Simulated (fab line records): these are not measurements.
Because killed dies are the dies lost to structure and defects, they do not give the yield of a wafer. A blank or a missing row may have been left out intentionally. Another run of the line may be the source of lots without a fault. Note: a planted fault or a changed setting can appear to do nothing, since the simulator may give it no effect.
Chamber matching ; flow sky130 ; rie diel-03 running SKY_VIA3_ETCH_14: 4 sister chambers
The step etches BARC in N2/H2, stops on SiO2, time 45.9 s, target depth 60 nm. 7 wafers are shown with their chamber, then 8 later ones without.

## WAFERS, EACH WITH ITS CHAMBER
wafer;chamber;drypump motor current A (A);oes product au (a.u.)
L078.2;0;5.1;0.845
L081.1;2;6.2;0.861
L081.4;1;6.5;0.854
L084.2;2;6.2;0.852
L084.4;3;5.8;0.857
L084.5;1;6.4;0.856
L088.3;3;5.8;0.863

## WAFERS MISSING THEIR CHAMBER
wafer;drypump motor current A (A);oes product au (a.u.)
L088.4;5.0;0.859
L088.5;5.8;0.862
L091.1;5.1;0.864
L091.4;5.8;0.855
L091.5;6.5;0.857
L094.1;6.2;0.854
L094.5;6.3;0.859
L094.6;6.5;0.855

## THE CHAMBER EACH PASSED THROUGH
wafer;from the rows above;in truth
L088.4;0;0
L088.5;3;3
L091.1;0;0
L091.4;3;3
L091.5;1;1
L094.1;2;2
L094.5;can't be placed: 2 or 1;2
L094.6;1;1
Correctly placed: 7 of 8. Unplaceable from these rows: 1, with the true chamber sitting among the candidates in 1. 0 placed wrongly.
How it was worked out, from the rows above alone: a wafer's distance from a chamber is the root of the sum, over the readings, of the square of ((its reading less the chamber's mean) divided by the reading's scatter). If the next closest chamber is less than 2 further off than the closest, the wafer can't be placed; otherwise it belongs to the closest. Each chamber's mean is taken over the wafers shown for it. The scatter is the square root of a quotient: the sum, over the shown wafers, of each reading's squared deviation from its chamber's mean, divided by wafers minus chambers.
